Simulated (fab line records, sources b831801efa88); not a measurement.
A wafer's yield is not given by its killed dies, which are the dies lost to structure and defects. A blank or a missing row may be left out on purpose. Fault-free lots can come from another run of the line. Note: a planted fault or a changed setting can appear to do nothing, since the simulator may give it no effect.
A lot that was struck, set against a sound lot ; flow sky130 ; 15 steps out of a route of 708
Sound: the wafers L949.3, L949.4, L949.6. Wafers L947.1, L947.5, L947.6 were the ones struck. The cause is given at the end.
At each step with rows: each side's tool, then ch and its chambers, then its first start. Under that, the readings that differ: sound wafers ; struck wafers ; difference of the means ; sigmas: that difference in standard deviations of wafers without a fault.
alike: a reading whose means differ by less than 2 such deviations, as well as words and numbers matching on both sides. not compared: withheld readings; readings where some wafer has no value; bounds like >300 that might hide an equal value; numbers whose values overlap and for which the record gives no deviation.
Wherever a step has rows on one side only, a row that says differs or no value, or a row with sigmas, the two part there. Numbers that have no deviation but don't overlap get no sigmas and don't part them. Lack of a reading on every wafer of one side parts them only where that side has two or more wafers.

SKY_SONOS_ONO_THK_MEAS_05:
  sound on film-metro-04 at day 15 01:58; struck on film-metro-04 at day 14 02:47
  alike: SONOS_ONO_CVD_04_THK
then, 7 steps without rows for these wafers: SKY_SONOS_ONO_DEHYDRATE_06 (time 60 s); SKY_SONOS_ONO_HMDS_07 (prime time 60 s); SKY_SONOS_ONO_COAT_08 (resist thk 1140 nm); SKY_SONOS_ONO_SOFTBAKE_09 (time 60 s); SKY_SONOS_ONO_EXPOSE_10 (exposes mask ONOM, target cd 410 nm); SKY_SONOS_ONO_PEB_11; SKY_SONOS_ONO_DEVELOP_12 (develop time 60 s).
SKY_SONOS_ONO_CD_MEAS_13: the cd target is 410 nm.
  sound on cd-sem-02 at day 16 04:58; struck on cd-sem-02 at day 15 04:41
  alike: cd-nm
SKY_SONOS_ONO_OVL_MEAS_14:
  sound on overlay-01 at day 16 05:04; struck on overlay-02 at day 15 04:48
  alike: SONOS_ONO_OVL
SKY_SONOS_ONO_ETCH_15: etches the open film in CHF3/O2, target depth 19.52 nm, time 7.8 s.
  sound on rie-diel-01 ch 1,2, day 16 05:05; struck on rie-diel-03 ch 0,2,3, day 15 04:50
  alike: drypump-motor-current-A, oes-product-au, throttle-valve-pct
  not compared: rf-hours-counter-h
then, 1 step without rows for these wafers: SKY_SONOS_ONO_WET_ETCH_16 (etches SiO2 in dHF, target depth 14 nm, time 280 s).
SKY_SONOS_ONO_STRIP_17: strips in O2/N2.
  sound on plasma-asher-01 ch 0,1, day 16 05:14; struck on plasma-asher-03 ch 0,1, day 15 04:56
  no value came back on the struck wafers for chamber-pressure-mTorr (mTorr), drypump-motor-current-A (A), oes-product-au (a.u.), strip-time-to-endpoint-s (s); on the sound wafers chamber-pressure-mTorr (mTorr) reads 1501.4 1499.4 1498.9
reading;sound;struck;difference;sigmas
model.NOVOLAK_of_SONOS_ONO_COAT_08.thk-nm (nm);0 0 0;1118 1123 1122;+1121;
  not compared: rf-hours-counter-h
then, 1 step without rows for these wafers: SKY_SONOS_ONO_WET_ETCH_18 (etches Si3N4 in H3PO4, target depth 15 nm, time 172 s).
-- record jumps: 33 days separate the struck wafers' starts on either side; left off in module SONOS_ONO, taken up again in module PAD_OPEN, whose first shown step is the route's number 708 --
SKY_PAD_OPEN_PROBE_99:
  sound on prober-02 at day 48 07:08; struck on prober-02 at day 47 18:24
reading;sound;struck;difference;sigmas
hold;- - -;await-dispo/3.0h/scrap await-dispo/3.0h/scrap await-dispo/3.0h/scrap;no value on the sound wafers;
killed-at-front-end;17 12 16;424 422 414;+405;+99
killed-dies;79 69 93;492 492 492;+412;+43
killed-on-rim;16 12 16;96 96 96;+81;+21
  alike: killed_at_M0_to_M3, killed_at_M4_up, killed-at-contacts, killed-at-other, killed-open, killed-short

## WHERE THEY PART
At SKY_SONOS_ONO_STRIP_17 first; at SKY_PAD_OPEN_PROBE_99 last (within this record only).

WHY: whatever the simulator had introduced
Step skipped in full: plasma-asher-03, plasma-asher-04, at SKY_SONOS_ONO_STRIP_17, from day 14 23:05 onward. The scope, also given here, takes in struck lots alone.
